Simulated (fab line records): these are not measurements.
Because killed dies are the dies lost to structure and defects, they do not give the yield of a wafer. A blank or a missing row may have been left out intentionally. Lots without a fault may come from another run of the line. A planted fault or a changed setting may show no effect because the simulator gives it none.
fab line records	flow sky130
[record] lots = 6	wafers = 16	lastDay = 50
route steps=708 shown VT_ADJUST_PCH@148 SONOS_TUNNEL@154 PAD_OPEN@708
lots that met no fault: from a run of the same line without faults
startH: hours from the record's first day to the start of the lot's first wafer shown	waitH: hours elapsed since this lot's preceding step	" unchanged from the row above	L1.1+2: several wafers, shown together as one row	- either no value or no given start	* or withheld: withheld	< > ~ a bound
route shown NAME@n: names a module that has steps shown in the file, with the first one's number in the route	usual: mean/standard deviation of fault-free wafers	same: alike in all rows	chamber/n: place in a boat	sites: per-site readings	_std_site: standard deviation across them	_edge_site: outer sites' mean less inner sites'	radiusMm: for every site, how far away it sits from the centre of the wafer	mask NAME#n: copy n	behind: tool/chamber where the wafer was last shaped	hold: why the lot went on hold/how many hours it stayed there/how the hold came to an end	device: which transistor (n, p or np) failed to switch	end of line: the tests these same wafers got at the end of their route	for a step that has no rows: nothing shown but its recipe	killed: dies that structure and defects cost at the first sort, which is not the same as the wafer's yield	map: dies across one wafer; x = killed, . = not, _ = none there
set.NAME: the setting the step ran with; set.NAME@STEP: the setting that earlier step ran with	model.NAME: the simulator's own value behind a step, which no gauge read
lots at selected steps of the route; one table per step, one row per wafer
services: the hour from which a tool's chamber was out of use, counted from the record's first day as startH (under 0 if before that day), plus the number of hours and why
[[steps]]
[step SKY_VT_ADJUST_PCH_PEB_05]
[recipe] tempC = 115	timeS = withheld
[step SKY_VT_ADJUST_PCH_DEVELOP_06]
[recipe] wallAngleDeg = 90	developer = TMAH	developTimeS = 60	devTempC = 23
[step SKY_VT_ADJUST_PCH_OVL_MEAS_07]
[usual] VT_ADJUST_PCH_OVL = -1.0/1.3
lot.wafer	tool	chamber	startH	waitH	VT_ADJUST_PCH_OVL[nm]
L189.1	overlay-02	-	246.98	-	-1.6
L189.3	"	-	"	"	1.0
L189.5	"	-	"	"	-1.9
L191.1	overlay-01	-	268.89	-	-2.1
L191.4	"	-	"	"	-1.6
L191.5	"	-	"	"	-1.5
L192.1	overlay-01	-	275.03	-	0.5
L192.5	"	-	"	"	-1.3
L192.6	"	-	"	"	1.9
L193.1	overlay-01	-	282.38	-	-2.5
L193.5	"	-	"	"	1.2
L193.6	"	-	"	"	2.1
L205.2	overlay-02	-	374.75	-	-1.5
L205.6	"	-	"	"	-1.1
L207.5	overlay-02	-	392.71	-	-0.9
L207.6	"	-	"	"	-1.6
[step SKY_VT_ADJUST_PCH_IMPLANT_08]
[recipe] species = B	energyKev = 10	doseCm2 = 5e+11	tiltDeg = withheld
[step SKY_VT_ADJUST_PCH_STRIP_09]
[recipe] chemistry = O2/N2	powerW = 1400	pressureMtorr = 1500	platenTempC = withheld	o2FlowSccm = 3000	n2FlowSccm = 300	overashFraction = 0.5
[usual] drypumpMotorCurrentA = 5.56/0.25	o2FlowSccm = 3002/10	oesProductAu = 0.722/0.0046	stripTimeToEndpointS = 36.97/0.094
lot.wafer	tool	chamber	startH	waitH	drypumpMotorCurrentA	o2FlowSccm	oesProductAu	rfHoursCounterH	stripTimeToEndpointS
L189.1	plasmaAsher-01	0	247.16	0.1	5.33	3004	0.725	57	36.98
L189.3	"	1	"	"	5.84	3006	0.718	-	36.93
L189.5	"	0	"	"	5.37	2995	0.728	-	36.95
L191.1	plasmaAsher-01	1	269.08	0.1	5.82	3008	0.719	59	37.15
L191.4	"	0	"	"	5.32	3006	0.716	-	37.19
L191.5	"	1	"	"	5.79	2997	0.727	-	37.02
L192.1	plasmaAsher-04	0	275.21	0.1	5.70	3001	0.726	15	37.00
L192.5	"	0	"	"	5.67	3000	0.737	-	37.03
L192.6	"	1	"	"	5.84	2988	0.737	-	37.01
L193.1	plasmaAsher-03	1	282.81	0.1	5.20	3020	0.727	46	36.93
L193.5	"	0	"	"	5.44	2986	0.718	-	36.88
L193.6	"	1	"	"	5.18	3018	0.717	-	36.83
L205.2	plasmaAsher-03	0	374.93	0.1	5.40	2995	0.727	55	36.96
L205.6	"	1	"	"	5.25	2984	0.723	-	37.11
L207.5	plasmaAsher-01	0	392.94	0.1	5.34	2988	0.725	-	36.97
L207.6	"	1	"	"	5.84	3006	0.724	-	37.04
[step SKY_VT_ADJUST_PCH_TW_MEAS_10]
[usual] VT_ADJUST_PCH_TW = 142.1/0.91
lot.wafer	tool	chamber	startH	waitH	VT_ADJUST_PCH_TW
L189.1	filmMetro-04	-	247.26	0.1	142.3
L189.3	"	-	"	"	143.1
L189.5	"	-	"	"	143.3
L191.1	filmMetro-03	-	269.18	0.1	143.3
L191.4	"	-	"	"	142.4
L191.5	"	-	"	"	143.5
L192.1	filmMetro-02	-	275.31	0.1	141.0
L192.5	"	-	"	"	141.4
L192.6	"	-	"	"	140.9
L193.1	filmMetro-02	-	282.91	0.1	141.4
L193.5	"	-	"	"	141.6
L193.6	"	-	"	"	141.9
L205.2	filmMetro-04	-	375.04	0.1	142.7
L205.6	"	-	"	"	142.7
L207.5	filmMetro-02	-	393.02	0.0	142.2
L207.6	"	-	"	"	141.6
[step SKY_SONOS_TUNNEL_DEHYDRATE_00]
[recipe] tempC = 200	timeS = 60
[step SKY_SONOS_TUNNEL_HMDS_01]
[recipe] primeTimeS = 60	primeTempC = 120
[step SKY_SONOS_TUNNEL_COAT_02]
[recipe] resist = NOVOLAK	spinRpm = 3000	resistThkNm = 1140
[step SKY_SONOS_TUNNEL_SOFTBAKE_03]
[recipe] tempC = 90	timeS = 60	resist = NOVOLAK
[step SKY_SONOS_TUNNEL_EXPOSE_04]
[recipe] maskId = TUNM	na = 0.6	sourceShape = conventional	sigmaOuter = 0.6	polarization = unpolarized	targetCdNm = 410	doseMj = 136
[step SKY_SONOS_TUNNEL_PEB_05]
[recipe] tempC = withheld	timeS = *	resist = NOVOLAK
[step SKY_SONOS_TUNNEL_DEVELOP_06]
[recipe] resist = NOVOLAK	developer = TMAH	developTimeS = 60	devTempC = 23
lot.wafer	tool	chamber	startH	waitH
L189.1+3+5	lithoTrack-02	0	270.67	0.1
L191.1+4+5	lithoTrack-04	0	292.93	0.1
L192.1+5+6	lithoTrack-04	0	299.48	0.1
L193.1+5+6	lithoTrack-01	0	307.70	0.1
L205.2+6	lithoTrack-04	0	403.95	0.1
L207.5+6	lithoTrack-04	0	422.13	0.1
[step SKY_SONOS_TUNNEL_CD_MEAS_07]
[recipe] targetCdNm = 410
[usual] cdNm = 409.6/2.1
lot.wafer	tool	chamber	startH	waitH	cdNm
L189.1	cdSem-01	-	270.82	0.1	405.6
L189.3	"	-	"	"	406.9
L189.5	"	-	"	"	406.2
L191.1	cdSem-01	-	293.08	0.1	413.1
L191.4	"	-	"	"	412.7
L191.5	"	-	"	"	411.5
L192.1	cdSem-01	-	299.63	0.1	404.6
L192.5	"	-	"	"	407.0
L192.6	"	-	"	"	407.1
L193.1	cdSem-01	-	307.85	0.1	413.4
L193.5	"	-	"	"	409.9
L193.6	"	-	"	"	409.4
L205.2	cdSem-02	-	404.10	0.1	410.7
L205.6	"	-	"	"	-
L207.5	cdSem-01	-	422.26	0.1	-
L207.6	"	-	"	"	-
[step SKY_SONOS_TUNNEL_OVL_MEAS_08]
[usual] SONOS_TUNNEL_OVL = -1.1/1.3
lot.wafer	tool	chamber	startH	waitH	SONOS_TUNNEL_OVL[nm]
L189.1	overlay-01	-	270.94	0.1	-1.8
L189.3	"	-	"	"	-1.6
L189.5	"	-	"	"	0.3
L191.1	overlay-01	-	293.20	0.1	-2.2
L191.4	"	-	"	"	-1.3
L191.5	"	-	"	"	-1.1
L192.1	overlay-01	-	301.26	1.6	-0.7
L192.5	"	-	"	"	1.1
L192.6	"	-	"	"	1.1
L193.1	overlay-01	-	307.97	0.1	0.1
L193.5	"	-	"	"	1.0
L193.6	"	-	"	"	-0.4
L205.2	overlay-01	-	404.20	0.1	-0.4
L205.6	"	-	"	"	-
L207.5	overlay-02	-	422.32	0.0	-
L207.6	"	-	"	"	-
[step SKY_SONOS_TUNNEL_IMPLANT_09]
[recipe] species = B	energyKev = 20	doseCm2 = 1e+12	tiltDeg = withheld
[step SKY_SONOS_TUNNEL_WET_ETCH_10]
[recipe] chemistry = dHF	targetDepthNm = 14	target = SiO2	dilution = 100:1	tempC = 25	timeS = 280
[step SKY_SONOS_TUNNEL_STRIP_11]
[recipe] chemistry = SPM	timeS = 600	tempC = 130
[step SKY_SONOS_TUNNEL_TW_MEAS_12]
[usual] SONOS_TUNNEL_TW = 196.6/1.4
lot.wafer	tool	chamber	startH	waitH	SONOS_TUNNEL_TW
L189.1	filmMetro-01	-	271.56	0.0	198.1
L189.3	"	-	"	"	198.2
L189.5	"	-	"	"	199.0
L191.1	filmMetro-02	-	293.83	0.0	194.1
L191.4	"	-	"	"	194.7
L191.5	"	-	"	"	194.3
L192.1	filmMetro-02	-	301.82	0.0	195.2
L192.5	"	-	"	"	193.6
L192.6	"	-	"	"	194.5
L193.1	filmMetro-01	-	308.63	0.0	197.9
L193.5	"	-	"	"	197.4
L193.6	"	-	"	"	198.0
L205.2	filmMetro-02	-	404.65	0.0	196.2
L205.6	"	-	"	"	29.8
L207.5	filmMetro-01	-	422.78	0.0	30.0
L207.6	"	-	"	"	30.1
[step SKY_SONOS_TUNNEL_CLEAN_13]
[recipe] chemistry = dHF	timeS = 20	dilution = 100:1	dry = ipaMarangoni
[step SKY_PAD_OPEN_PROBE_99]
[usual] killed_at_M0_to_M3 = 44/6.9	killed_at_M4_up = 3.3/2.1	killedAtContacts = 24/4.8	killedAtFrontEnd = 15/4.4	killedAtOther = 0.2/0.48	killedDies = 87/9.5	killedOnRim = 17/4	killedOpen = 48/6.5	killedShort = 39/6.3
[same] grossDies = 492	killedAtBackSide = 0
lot.wafer	tool	chamber	startH	waitH	killed_at_M0_to_M3	killed_at_M4_up	killedAtContacts	killedAtFrontEnd	killedAtOther	killedDies	killedOnRim	killedOpen	killedShort
L191.1	prober-02	-	1111.20	0.1	50	7	21	22	0	100	15	49	51
L191.4	prober-02	-	1111.35	0.2	44	4	11	17	0	76	20	34	42
L191.5	prober-02	-	1111.40	0.2	31	3	19	25	0	78	23	44	34
L192.1	prober-01	-	1118.22	0.1	46	1	28	12	0	87	11	54	33
L192.5	prober-01	-	1118.42	0.2	34	5	25	16	0	80	11	53	26
L192.6	prober-01	-	1118.47	0.2	46	6	27	7	1	87	11	50	36
L193.1	prober-02	-	1119.21	0.1	49	6	21	19	0	95	18	42	53
L193.5	prober-02	-	1119.41	0.2	35	5	24	9	0	73	14	46	25
L193.6	prober-02	-	1119.46	0.2	31	1	17	13	1	63	13	27	36
L205.6	prober-02	-	1180.25	0.2	42	1	33	415	1	492	96	42	52
L207.5	prober-02	-	1191.45	0.2	52	3	20	416	1	492	96	45	46
L207.6	prober-02	-	1191.50	0.2	54	2	21	415	0	492	96	52	36
// killed by level:class
L191.1 VIA1:geometricParticle:open=11 METAL1:geometricParticle:short=10 FIELD_ISO:geometricParticle:short=7 FIELD_ISO:geometricParticle:open=6 LI_CONTACT:geometricParticle:open=6 LOCAL_INTERCONNECT:geometricParticle:short=6 VIA3:geometricParticle:open=6 POLY_GATE:geometricParticle:open=4
L191.4 METAL1:geometricParticle:short=9 VIA1:geometricParticle:open=8 METAL2:geometricParticle:short=7 FIELD_ISO:geometricParticle:open=5 POLY_GATE:geometricParticle:short=4 VIA1:geometricParticle:short=4 FIELD_ISO:geometricParticle:short=3 VIA2:geometricParticle:open=3
L191.5 LI_CONTACT:geometricParticle:open=8 FIELD_ISO:geometricParticle:short=6 POLY_GATE:geometricParticle:open=6 VIA1:geometricParticle:open=6 METAL1:geometricParticle:short=6 VIA2:geometricParticle:open=5 CONTACT:geometricParticle:open=5 FIELD_ISO:geometricParticle:open=4
L192.1 METAL2:geometricParticle:short=10 VIA3:geometricParticle:open=10 LI_CONTACT:geometricParticle:open=10 CONTACT:geometricParticle:open=10 VIA1:geometricParticle:open=10 METAL1:geometricParticle:short=6 VIA2:geometricParticle:open=5 FIELD_ISO:geometricParticle:short=3
L192.5 CONTACT:geometricParticle:open=12 VIA3:geometricParticle:open=9 LI_CONTACT:geometricParticle:open=7 VIA1:geometricParticle:open=6 FIELD_ISO:geometricParticle:short=4 METAL1:geometricParticle:short=4 FIELD_ISO:geometricParticle:open=3 CONTACT:geometricParticle:short=3
L192.6 CONTACT:geometricParticle:open=12 VIA1:geometricParticle:open=9 VIA3:geometricParticle:open=8 VIA3:geometricParticle:short=7 VIA2:geometricParticle:open=7 LI_CONTACT:geometricParticle:open=6 CONTACT:geometricParticle:short=6 LOCAL_INTERCONNECT:geometricParticle:short=3
L193.1 METAL2:geometricParticle:short=9 METAL1:geometricParticle:short=8 POLY_GATE:geometricParticle:short=7 VIA2:geometricParticle:open=7 VIA1:geometricParticle:open=7 CONTACT:geometricParticle:open=6 LI_CONTACT:geometricParticle:open=5 LOCAL_INTERCONNECT:geometricParticle:short=5
L193.5 VIA2:geometricParticle:open=11 METAL1:geometricParticle:short=9 VIA1:geometricParticle:open=9 CONTACT:geometricParticle:open=8 LI_CONTACT:geometricParticle:open=7 FIELD_ISO:geometricParticle:open=5 CONTACT:geometricParticle:short=5 METAL4:geometricParticle:short=3
L193.6 LOCAL_INTERCONNECT:geometricParticle:short=6 VIA1:geometricParticle:open=5 FIELD_ISO:geometricParticle:short=4 CONTACT:geometricParticle:short=4 METAL1:geometricParticle:short=4 VIA2:geometricParticle:open=4 VIA2:geometricParticle:short=4 VIA3:geometricParticle:open=4
L205.6 SONOS_TUNNEL:areaDevelop=398 LI_CONTACT:geometricParticle:open=11 VIA1:geometricParticle:short=7 CONTACT:geometricParticle:short=7 CONTACT:geometricParticle:open=7 VIA1:geometricParticle:open=7 POLY_GATE:geometricParticle:short=6 LOCAL_INTERCONNECT:geometricParticle:short=6
L207.5 SONOS_TUNNEL:areaDevelop=401 VIA1:geometricParticle:open=8 METAL1:geometricParticle:short=8 METAL2:geometricParticle:short=8 LI_CONTACT:geometricParticle:open=7 FIELD_ISO:geometricParticle:short=5 FIELD_ISO:geometricParticle:open=5 VIA2:geometricParticle:open=5
L207.6 SONOS_TUNNEL:areaDevelop=404 VIA1:geometricParticle:open=11 VIA3:geometricParticle:open=8 LI_CONTACT:geometricParticle:open=7 VIA2:geometricParticle:open=7 CONTACT:geometricParticle:open=7 METAL1:geometricParticle:short=5 VIA1:geometricParticle:short=5
// map L205.6 (x killed, . not)
__________xxxxxxxxxx_________
________xxxxxxxxxxxxxx_______
______xxxxxxxxxxxxxxxxxx_____
_____xxxxxxxxxxxxxxxxxxxx____
____xxxxxxxxxxxxxxxxxxxxxx___
___xxxxxxxxxxxxxxxxxxxxxxxx__
__xxxxxxxxxxxxxxxxxxxxxxxxxx_
_xxxxxxxxxxxxxxxxxxxxxxxxxxxx
_xxxxxxxxxxxxxxxxxxxxxxxxxxxx
_xxxxxxxxxxxxxxxxxxxxxxxxxxxx
_xxxxxxxxxxxxxxxxxxxxxxxxxxxx
_xxxxxxxxxxxxxxxxxxxxxxxxxxxx
_xxxxxxxxxxxxxxxxxxxxxxxxxxxx
_xxxxxxxxxxxxxxxxxxxxxxxxxxxx
_xxxxxxxxxxxxxxxxxxxxxxxxxxxx
__xxxxxxxxxxxxxxxxxxxxxxxxxx_
___xxxxxxxxxxxxxxxxxxxxxxxx__
____xxxxxxxxxxxxxxxxxxxxxx___
_____xxxxxxxxxxxxxxxxxxxx____
______xxxxxxxxxxxxxxxxxx_____
________xxxxxxxxxxxxxx_______
__________xxxxxxxxxx_________
// map L207.5 (x killed, . not)
__________xxxxxxxxxx_________
________xxxxxxxxxxxxxx_______
______xxxxxxxxxxxxxxxxxx_____
_____xxxxxxxxxxxxxxxxxxxx____
____xxxxxxxxxxxxxxxxxxxxxx___
___xxxxxxxxxxxxxxxxxxxxxxxx__
__xxxxxxxxxxxxxxxxxxxxxxxxxx_
_xxxxxxxxxxxxxxxxxxxxxxxxxxxx
_xxxxxxxxxxxxxxxxxxxxxxxxxxxx
_xxxxxxxxxxxxxxxxxxxxxxxxxxxx
_xxxxxxxxxxxxxxxxxxxxxxxxxxxx
_xxxxxxxxxxxxxxxxxxxxxxxxxxxx
_xxxxxxxxxxxxxxxxxxxxxxxxxxxx
_xxxxxxxxxxxxxxxxxxxxxxxxxxxx
_xxxxxxxxxxxxxxxxxxxxxxxxxxxx
__xxxxxxxxxxxxxxxxxxxxxxxxxx_
___xxxxxxxxxxxxxxxxxxxxxxxx__
____xxxxxxxxxxxxxxxxxxxxxx___
_____xxxxxxxxxxxxxxxxxxxx____
______xxxxxxxxxxxxxxxxxx_____
________xxxxxxxxxxxxxx_______
__________xxxxxxxxxx_________
[[services]]
tool	chamber	startH	hours	kind
plasmaAsher-04	-	241.08	2.8	pm
plasmaAsher-04	-	244.00	10.5	repair
lithoTrack-02	-	275.68	-	consumableReplace:filter
plasmaAsher-01	-	278.87	9.4	repair
plasmaAsher-03	-	344.35	4.4	repair
plasmaAsher-04	-	378.63	2.5	repair
plasmaAsher-03	-	410.43	0.5	repair
plasmaAsher-01	-	421.25	9.0	pm
plasmaAsher-01	0	421.25	9.0	ventCycle
plasmaAsher-01	1	421.25	9.0	ventCycle
[[key]]
[firstSign] step = SKY_SONOS_TUNNEL_CD_MEAS_07	reading = cdNm	direction = missing
[effect] step = SKY_SONOS_TUNNEL_OVL_MEAS_08	reading = SONOS_TUNNEL_OVL	direction = missing
[effect] step = SKY_SONOS_TUNNEL_TW_MEAS_12	reading = SONOS_TUNNEL_TW	direction = down	sigmas = 99+	usual = 196.6	struck = 30.0
[effect] step = SKY_PAD_OPEN_PROBE_99	reading = killedAtFrontEnd	direction = up	sigmas = 90	usual = 15	struck = 415
[moreKillsBornAt] SKY_SONOS_TUNNEL_DEVELOP_06@lithoTrack-04 = 1203
metAt SKY_SONOS_TUNNEL_DEVELOP_06
struckWafers L205.6,L207.5,L207.6
laterRowsLeftOut L205.6,L207.5,L207.6
testerLeftOut L205,L207
onsetBetween 299.48 403.95
[fault] kind = processParameterDrift	tool = lithoTrack-04	chamber = -	onsetH = 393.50	steps = SKY_SONOS_TUNNEL_DEVELOP_06	channel = developTimeS	offset = *	shape = step	endH = 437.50	scope = struckWafersOnly	actsIn = *	stated = *
// testerLeftOut: of these lots the tester's yield and bins aren't shown, on N5 and GAA mostly nor the transistor test; their killed dies are dies lost to structure and defects alone, not to doping, threshold or leakage, so they don't give the yield
// laterRowsLeftOut: the simulator's readings of these wafers behind a module that went badly wrong aren't trusted and aren't shown, but for the sort
